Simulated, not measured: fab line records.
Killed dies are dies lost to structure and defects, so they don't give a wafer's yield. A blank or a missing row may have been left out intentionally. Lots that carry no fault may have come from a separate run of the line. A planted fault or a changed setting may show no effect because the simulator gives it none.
Matching of chambers || flow gf180mcu || GF_STI_ETCH_14 on rieSi-01 has 4 sister chambers
The step etches Si in HBr/Cl2/O2, target depth 360 nm, time 102.9 s. 16 wafers are shown with their chamber, then 8 later ones without.

== WAFERS, EACH WITH ITS CHAMBER ==
{"wafer": "L633.2", "chamber": 2, "drypumpMotorCurrentA (A)": 5.8, "oesProductAu (a.u.)": 1.012, "throttleValvePct (%)": 25.628}
{"wafer": "L633.4", "chamber": 1, "drypumpMotorCurrentA (A)": 6.4, "oesProductAu (a.u.)": 1.004, "throttleValvePct (%)": 25.644}
{"wafer": "L633.6", "chamber": 2, "drypumpMotorCurrentA (A)": 5.8, "oesProductAu (a.u.)": 1.017, "throttleValvePct (%)": 25.640}
{"wafer": "L638.1", "chamber": 3, "drypumpMotorCurrentA (A)": 5.4, "oesProductAu (a.u.)": 0.989, "throttleValvePct (%)": 25.668}
{"wafer": "L638.2", "chamber": 2, "drypumpMotorCurrentA (A)": 5.8, "oesProductAu (a.u.)": 1.000, "throttleValvePct (%)": 25.668}
{"wafer": "L638.4", "chamber": 1, "drypumpMotorCurrentA (A)": 6.4, "oesProductAu (a.u.)": 0.992, "throttleValvePct (%)": 25.676}
{"wafer": "L641.1", "chamber": 3, "drypumpMotorCurrentA (A)": 5.4, "oesProductAu (a.u.)": 0.984, "throttleValvePct (%)": 25.655}
{"wafer": "L641.4", "chamber": 0, "drypumpMotorCurrentA (A)": 5.9, "oesProductAu (a.u.)": 1.001, "throttleValvePct (%)": 25.649}
{"wafer": "L641.5", "chamber": 0, "drypumpMotorCurrentA (A)": 5.9, "oesProductAu (a.u.)": 0.984, "throttleValvePct (%)": 25.679}
{"wafer": "L646.3", "chamber": 3, "drypumpMotorCurrentA (A)": 5.4, "oesProductAu (a.u.)": 0.994, "throttleValvePct (%)": 25.649}
{"wafer": "L646.4", "chamber": 2, "drypumpMotorCurrentA (A)": 5.7, "oesProductAu (a.u.)": 0.999, "throttleValvePct (%)": 25.659}
{"wafer": "L646.6", "chamber": 2, "drypumpMotorCurrentA (A)": 5.8, "oesProductAu (a.u.)": 0.998, "throttleValvePct (%)": 25.654}
{"wafer": "L649.3", "chamber": 1, "drypumpMotorCurrentA (A)": 6.4, "oesProductAu (a.u.)": 0.995, "throttleValvePct (%)": 25.648}
{"wafer": "L649.4", "chamber": 3, "drypumpMotorCurrentA (A)": 5.4, "oesProductAu (a.u.)": 1.008, "throttleValvePct (%)": 25.650}
{"wafer": "L649.5", "chamber": 1, "drypumpMotorCurrentA (A)": 6.4, "oesProductAu (a.u.)": 0.997, "throttleValvePct (%)": 25.660}
{"wafer": "L652.1", "chamber": 0, "drypumpMotorCurrentA (A)": 5.9, "oesProductAu (a.u.)": 1.008, "throttleValvePct (%)": 25.645}

SIGNATURES (averages over the wafers above)
{"reading": "drypumpMotorCurrentA", "chamber 0": 5.900, "chamber 1": 6.400, "chamber 2": 5.780, "chamber 3": 5.400, "scatter within a chamber": 0.0258}
{"reading": "oesProductAu", "chamber 0": 0.99767, "chamber 1": 0.99700, "chamber 2": 1.00520, "chamber 3": 0.99375, "scatter within a chamber": 0.00916}
{"reading": "throttleValvePct", "chamber 0": 25.65767, "chamber 1": 25.65700, "chamber 2": 25.64980, "chamber 3": 25.65550, "scatter within a chamber": 0.0146}
Rule: for each reading, subtract the chamber's mean from the wafer's reading, divide by that reading's scatter and square the result; add these up over the readings and take the root, which gives the wafer's distance from the chamber. The wafer belongs to the nearest chamber; if the next one is less than 2 further off, it can't be placed. The scatter: take each reading less its chamber's mean, square it, sum over the shown wafers, divide by the number of wafers less the number of chambers, and take the root.

== WAFERS WHOSE CHAMBER IS MISSING ==
{"wafer": "L652.2", "drypumpMotorCurrentA (A)": 5.8, "oesProductAu (a.u.)": 1.007, "throttleValvePct (%)": 25.642}
{"wafer": "L652.6", "drypumpMotorCurrentA (A)": 5.9, "oesProductAu (a.u.)": 0.997, "throttleValvePct (%)": 25.647}
{"wafer": "L653.2", "drypumpMotorCurrentA (A)": 5.8, "oesProductAu (a.u.)": 1.012, "throttleValvePct (%)": 25.646}
{"wafer": "L653.5", "drypumpMotorCurrentA (A)": 6.4, "oesProductAu (a.u.)": 0.984, "throttleValvePct (%)": 25.684}
{"wafer": "L653.6", "drypumpMotorCurrentA (A)": 5.9, "oesProductAu (a.u.)": 0.996, "throttleValvePct (%)": 25.648}
{"wafer": "L655.3", "drypumpMotorCurrentA (A)": 6.5, "oesProductAu (a.u.)": 0.974, "throttleValvePct (%)": 25.666}
{"wafer": "L655.4", "drypumpMotorCurrentA (A)": 5.4, "oesProductAu (a.u.)": 1.000, "throttleValvePct (%)": 25.658}
{"wafer": "L655.5", "drypumpMotorCurrentA (A)": 5.7, "oesProductAu (a.u.)": 1.005, "throttleValvePct (%)": 25.633}

== EACH ONE'S CHAMBER ==
{"wafer": "L652.2", "from the rows above": 2, "in truth": 2}
{"wafer": "L652.6", "from the rows above": 0, "in truth": 0}
{"wafer": "L653.2", "from the rows above": 2, "in truth": 2}
{"wafer": "L653.5", "from the rows above": 1, "in truth": 1}
{"wafer": "L653.6", "from the rows above": 0, "in truth": 0}
{"wafer": "L655.3", "from the rows above": 1, "in truth": 1}
{"wafer": "L655.4", "from the rows above": 3, "in truth": 3}
{"wafer": "L655.5", "from the rows above": 2, "in truth": 2}
8 of 8 placed correctly. Can't be placed from these rows: 0. Wrongly placed: 0.
